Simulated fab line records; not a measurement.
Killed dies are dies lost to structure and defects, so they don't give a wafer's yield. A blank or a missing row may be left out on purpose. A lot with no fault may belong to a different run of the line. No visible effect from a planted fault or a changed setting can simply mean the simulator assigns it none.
Chamber matching :: flow sfq-line :: cmp-01 running SFQ_TRILAYER_I1_CMP_CMP_046: 4 sister chambers
The step polishes SiO2. 4 wafers are shown with their chamber, then 8 later ones without.

## WAFERS WITH THEIR CHAMBER
wafer: L560.2
chamber: 3
motor-current-A (A): 10.6

wafer: L560.5
chamber: 2
motor-current-A (A): 9.4

wafer: L560.6
chamber: 1
motor-current-A (A): 10.9

wafer: L561.2
chamber: 0
motor-current-A (A): 10.6

## WAFERS WHOSE CHAMBER IS MISSING
wafer: L561.3
motor-current-A (A): 9.8

wafer: L561.6
motor-current-A (A): 10.6

wafer: L562.1
motor-current-A (A): 10.1

wafer: L562.2
motor-current-A (A): 11.3

wafer: L562.3
motor-current-A (A): 10.3

wafer: L573.2
motor-current-A (A): 10.1

wafer: L573.4
motor-current-A (A): 10.3

wafer: L573.3
motor-current-A (A): 10.4

## CHAMBER TAKEN BY EACH
wafer: L561.3
from the rows above: can't be placed: 2 or 0 or 3 or 1
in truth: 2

wafer: L561.6
from the rows above: can't be placed: 0 or 3 or 1
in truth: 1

wafer: L562.1
from the rows above: can't be placed: 0 or 3 or 2 or 1
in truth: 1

wafer: L562.2
from the rows above: can't be placed: 1 or 0 or 3
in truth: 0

wafer: L562.3
from the rows above: can't be placed: 0 or 3 or 1 or 2
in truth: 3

wafer: L573.2
from the rows above: can't be placed: 0 or 3 or 2 or 1
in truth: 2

wafer: L573.4
from the rows above: can't be placed: 0 or 3 or 1 or 2
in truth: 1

wafer: L573.3
from the rows above: can't be placed: 0 or 3 or 1
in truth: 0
0 of 8 placed correctly. Unplaceable from these rows: 8, with the true chamber sitting among the candidates in 8. Wrongly placed: 0.
How it was worked out, from the rows above alone: a wafer's distance from a chamber is the root of the sum, over the readings, of the square of ((its reading less the chamber's mean) divided by the reading's scatter). If the next closest chamber is less than 2 further off than the closest, the wafer can't be placed; otherwise it belongs to the closest. Each chamber's mean is taken over the wafers shown for it. The scatter (one wafer shown for each chamber): square how far every hidden wafer sits from the nearest shown wafer, average those squares and take the square root.
